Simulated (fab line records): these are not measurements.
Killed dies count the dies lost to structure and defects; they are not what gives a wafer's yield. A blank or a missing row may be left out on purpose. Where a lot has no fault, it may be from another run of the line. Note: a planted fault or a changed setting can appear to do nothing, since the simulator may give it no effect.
Which of the tools did it?	flow gf180mcu	7 lots, 21 wafers sampled, at 2 steps of a route of 602

## WHAT THE GAUGES READ, wafer by wafer
GF_HV_LDD_TW_MEAS_23.
lot	measured	on	HV_LDD_2_TW
L714	day 11 08:49	film_metro-02	1057 1058 1059
L716	day 11 23:30	film_metro-04	1069 1072 1075
L719	day 13 01:06	film_metro-03	1065 1064 1055
L721	day 13 14:57	film_metro-04	1075 1076 1072
L723	day 14 03:56	film_metro-04	31 1078 31
L732	day 17 02:51	film_metro-02	1064 1065 1067
L735	day 17 23:49	film_metro-03	1062 1060 1058

## EACH LOT AND THE TOOL THAT RAN IT (in order: tool; ch and the chambers of the sampled wafers; start)
lot	GF_HV_LDD_DEVELOP_18
L714	litho_track-02 ch 0, day 11 08:15
L716	litho_track-03 ch 0, day 11 22:58
L719	litho_track-02 ch 0, day 13 00:33
L721	litho_track-02 ch 0, day 13 14:24
L723	litho_track-03 ch 0, day 14 03:23
L732	litho_track-02 ch 0, day 17 02:18
L735	litho_track-02 ch 0, day 17 23:16
- GF_HV_LDD_DEVELOP_18: develop time 60 s.

## THE ANSWER, worked out from the rows above alone
Rule: the lots themselves supply what counts as usual. The widest of any qualifying gaps counts: lots, ordered by their means at a reading, are off when they make up no more than a third of the lots, leave a main group of 4 or more, and stand apart from it by 3 or more times the standard deviation of that group's means. Not used: any main group whose means are identical at the precision the tables above print for the reading. Also off: a lot with no number at a reading for which 4 or more lots have one. Any other lot the step has rows for is counted as sound.
Off: at GF_HV_LDD_TW_MEAS_23 (HV_LDD_2_TW), L723. Main group: mean 1065, sd 6.1.
If a tool, at a process step before that reading, ran all the lots that are off and no sound lot after the first of them, it fits. Those tools and the gauges at GF_HV_LDD_TW_MEAS_23 are tried in the same way. This does not decide it: 2 tools fit, namely litho_track-03 at GF_HV_LDD_DEVELOP_18 and film_metro-04 at GF_HV_LDD_TW_MEAS_23.

## WHAT HAD BEEN PUT IN BY THE SIMULATOR
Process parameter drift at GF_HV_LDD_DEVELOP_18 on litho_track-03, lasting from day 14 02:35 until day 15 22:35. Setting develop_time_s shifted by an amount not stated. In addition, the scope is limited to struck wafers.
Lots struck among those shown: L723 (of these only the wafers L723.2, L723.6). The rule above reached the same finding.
